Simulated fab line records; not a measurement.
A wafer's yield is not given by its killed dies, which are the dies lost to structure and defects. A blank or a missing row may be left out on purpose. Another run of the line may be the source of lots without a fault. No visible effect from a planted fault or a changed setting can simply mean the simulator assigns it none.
A lot that was struck, set against a sound lot	flow sky130	15 steps out of a route of 708
Sound: wafers L106.2, L106.5, L106.6. Struck: wafers L998.1, L998.2, L998.6. At the end, the cause is stated.
For every step that has rows: the tool of each side, followed by ch and its chambers, followed by its first start. Under that, the readings that differ: sound wafers	struck wafers	difference of the means	sigmas: that difference in standard deviations of wafers without a fault.
alike: a reading whose means differ by less than 2 such deviations, as well as words and numbers matching on both sides. not compared: withheld readings; readings where some wafer has no value; bounds like >300 that might hide an equal value; numbers whose values overlap and for which the record gives no deviation.
The two part at a step that has a row with sigmas, a row that says differs or no value, or rows on one side only. When numbers do not overlap yet have no deviation, they are printed without sigmas and do not part them. A reading that every wafer of one side lacks parts them only if that side has two wafers or more.

SKY_METAL4_METAL_ETCH_18: etches the open film in Cl2/BCl3, stops on SiO2, target depth 845 nm, time 183.1 s.
  sound on rie_metal-04 ch 0,1, day 46 15:44; struck on rie_metal-04 ch 0,1, day 44 19:03
  alike: bias_w, chamber_pressure_mTorr, drypump_motor_current_A, oes_product_au, throttle_valve_pct
  not compared: rf_hours_counter_h
SKY_METAL4_STRIP_19: strips in O2/N2.
  sound on plasma_asher-01 ch 0,1, day 46 15:55; struck on plasma_asher-04 ch 0,1, day 44 19:14
  alike: chamber_pressure_mTorr, drypump_motor_current_A, oes_product_au, strip_time_to_endpoint_s
  not compared: rf_hours_counter_h
then, 4 steps without rows for these wafers: SKY_METAL4_STRIP_20 (strips in post etch residue remover, time 1200 s); SKY_METAL4_CLEAN_21 (cleans in IPA, time 180 s); SKY_METAL4_CLEAN_22 (cleans in O3/DIW); SKY_VIA4_HDPCVD_00 (deposits SiO2, target thk 1750 nm, time 291.7 s).
SKY_VIA4_THK_MEAS_01:
  struck on film_metro-02, day 44 20:00; sound on film_metro-02, day 46 17:02
  alike: VIA4_HDPCVD_THK
SKY_VIA4_CMP_02: polishes SiO2.
  sound on cmp-02 ch 1,2, day 46 17:05; struck on cmp-02 ch 0,2,3, day 44 20:10
  alike: head_pressure_psi, motor_current_A
SKY_VIA4_BOW_MEAS_03:
  struck on film_metro-03, day 44 20:22; sound on film_metro-01, day 46 17:25
  alike: VIA4_BOW
then, 3 steps without rows for these wafers: SKY_VIA4_DEHYDRATE_04 (time 60 s); SKY_VIA4_HMDS_05 (prime time 60 s); SKY_VIA4_COAT_06 (resist thk 1140 nm).
SKY_VIA4_SOFTBAKE_07: time 60 s.
  sound on litho_track-03 ch 0, day 47 03:49; struck on litho_track-01 ch 0, day 45 08:05
reading	sound	struck	difference	sigmas
heater_power_total_W (W)	56.55 56.65 56.58	58.12 58.01 58.02	+1.46	+31
run_length_s (s)	89.36 89.30 89.37	85.05 85.10 85.28	-4.20	-16
  alike: chill_plate_temp_C
then, 1 step without rows for these wafers: SKY_VIA4_EXPOSE_08 (exposes mask VIM4, target cd 800 nm).
-- the record jumps here: 3 days lie between the struck wafers' starts before and after (it left off in module VIA4 and takes up again in module PAD_OPEN, whose first step shown is number 708 of the route) --
SKY_PAD_OPEN_PROBE_99:
  struck on prober-02, day 48 10:55; sound on prober-02, day 50 01:13
  alike: defect_limited_yield, killed_at_M0_to_M3, killed_at_M4_up, killed_at_contacts, killed_at_front_end, killed_at_other, killed_dies, killed_open, killed_short, sort_bin_3_pad_short, sort_bin_5_function, sort_bin_6_memory, sort_n_pass, sort_yield_pct

## WHERE THEY PART
At SKY_VIA4_SOFTBAKE_07 and nowhere else, as far as this record goes. Later steps at which nothing parts them and some readings are alike: SKY_PAD_OPEN_PROBE_99.

WHY: the cause the simulator had injected
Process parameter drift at SKY_VIA4_SOFTBAKE_07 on litho_track-01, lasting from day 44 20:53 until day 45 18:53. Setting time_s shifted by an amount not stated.
